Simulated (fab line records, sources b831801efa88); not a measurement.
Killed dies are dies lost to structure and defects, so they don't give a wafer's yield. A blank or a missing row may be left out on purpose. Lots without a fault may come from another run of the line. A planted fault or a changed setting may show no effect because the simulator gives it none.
A struck lot beside a sound one | flow sfq_line | 15 steps out of a route of 325
Sound: wafers L778.2, L778.3, L778.4. Struck: wafer L791.6. (L791.4 of the same lot was not struck and is left out.) The cause comes at the end.
At each step with rows: each side's tool, then ch and its chambers, then its first start. Under that, the readings that differ: sound wafers | struck wafers | difference of the means | sigmas: that difference in standard deviations of wafers without a fault.
alike: readings whose means differ by less than 2 such deviations, and words and numbers that are the same on both sides. not compared: withheld readings, readings that some wafer has no value for, bounds like >300 that may hide the same value, and numbers for which the record gives no deviation and whose values overlap.
The two part at a step that has a row with sigmas, a row that says differs or no value, or rows on one side only. Numbers that don't overlap but have no deviation are shown without sigmas and don't part them. A reading that every wafer of one side lacks parts them only if that side has two wafers or more.

first, 1 step without rows for these wafers: SFQ_TRILAYER_M6_STRIP_SOLV_CLEAN_164 (cleans in NMP, time 600 s).
SFQ_TRILAYER_I6_DEP_PECVD_165: deposits SiO2 from SiH4/N2O, time 111.11 s, target thk 500 nm.
  sound on pecvd-01 ch 0,1, day 72 08:40; struck on pecvd-01 ch 2, day 78 08:25
  alike: heater_power_outer_w, heater_power_w, throttle_valve_pct
SFQ_TRILAYER_I6_CMP_CMP_166: polishes SiO2.
  sound on cmp-01 ch 0,2,3, day 72 09:57; struck on cmp-02 ch 3, day 78 13:56
  alike: head_pressure_psi, motor_current_A, retaining_ring_pressure_frac, time_to_endpoint_s
SFQ_I6_BOW_MEAS_941:
  sound on film_metro-02, day 72 12:58; struck on film_metro-02, day 78 14:59
  alike: I6_BOW
SFQ_TRILAYER_I6_METRO_MEASURE_167:
  sound on film_metro-02, day 72 13:16; struck on film_metro-02, day 78 15:39
  alike: thk_nm
then, 6 steps without rows for these wafers: SFQ_TRILAYER_I6_VIA_LITHO_COAT_174 (resist thk 62 nm); SFQ_TRILAYER_I6_VIA_LITHO_COAT_169 (resist thk 650 nm); SFQ_TRILAYER_I6_VIA_LITHO_SOFTBAKE_173; SFQ_TRILAYER_I6_VIA_LITHO_EXPOSE_170 (exposes mask I6, target cd 700 nm); SFQ_TRILAYER_I6_VIA_LITHO_PEB_172 (peb time 60 s); SFQ_TRILAYER_I6_VIA_LITHO_DEVELOP_171 (time 60 s).
-- the record jumps here: 4 days lie between the struck wafers' starts before and after --
SFQ_I6_OVL_MEAS_942:
  sound on overlay-01, day 77 10:37; struck on overlay-02, day 82 21:13
  alike: I6_OVL
SFQ_TRILAYER_I6_VIA_BARC_OPEN_VIA_ETCH_235: etches BARC in O2, target depth 125 nm, time 41.7 s.
  sound on rie_diel-04 ch 0,2,3, day 77 10:39; struck on rie_diel-04 ch 2, day 82 21:14
  reading                                                 | sound             | struck | difference | sigmas
  model.KrF_of_TRILAYER_I6_VIA_LITHO_COAT_169.thk_nm (nm) | 570.6 571.3 573.7 | 581.2  | +9.3       |
  alike: drypump_motor_current_A, oes_product_au
  not compared: rf_hours_counter_h
SFQ_TRILAYER_I6_VIA_ETCH_VIA_ETCH_172: etches SiO2 in CHF3, stops on Nb, target depth 260 nm.
  sound on rie_diel-04 ch 0,2,3, day 77 10:41; struck on rie_diel-04 ch 2, day 82 21:16
  reading                                                 | sound           | struck | difference | sigmas
  model.KrF_of_TRILAYER_I6_VIA_LITHO_COAT_169.thk_nm (nm) | 525 525.8 528.2 | 535.7  | +9.4       |
  alike: drypump_motor_current_A, oes_product_au
SFQ_TRILAYER_I6_VIA_STRIP_STRIP_173: strips in O2.
  sound on rie_metal-01 ch 0,1, day 77 10:49; struck on rie_metal-04 ch 1, day 82 21:35
  alike: drypump_motor_current_A, oes_product_au
  not compared: rf_hours_counter_h

WHERE THEY PART
Nowhere in this record.

WHY: what the simulator had put in
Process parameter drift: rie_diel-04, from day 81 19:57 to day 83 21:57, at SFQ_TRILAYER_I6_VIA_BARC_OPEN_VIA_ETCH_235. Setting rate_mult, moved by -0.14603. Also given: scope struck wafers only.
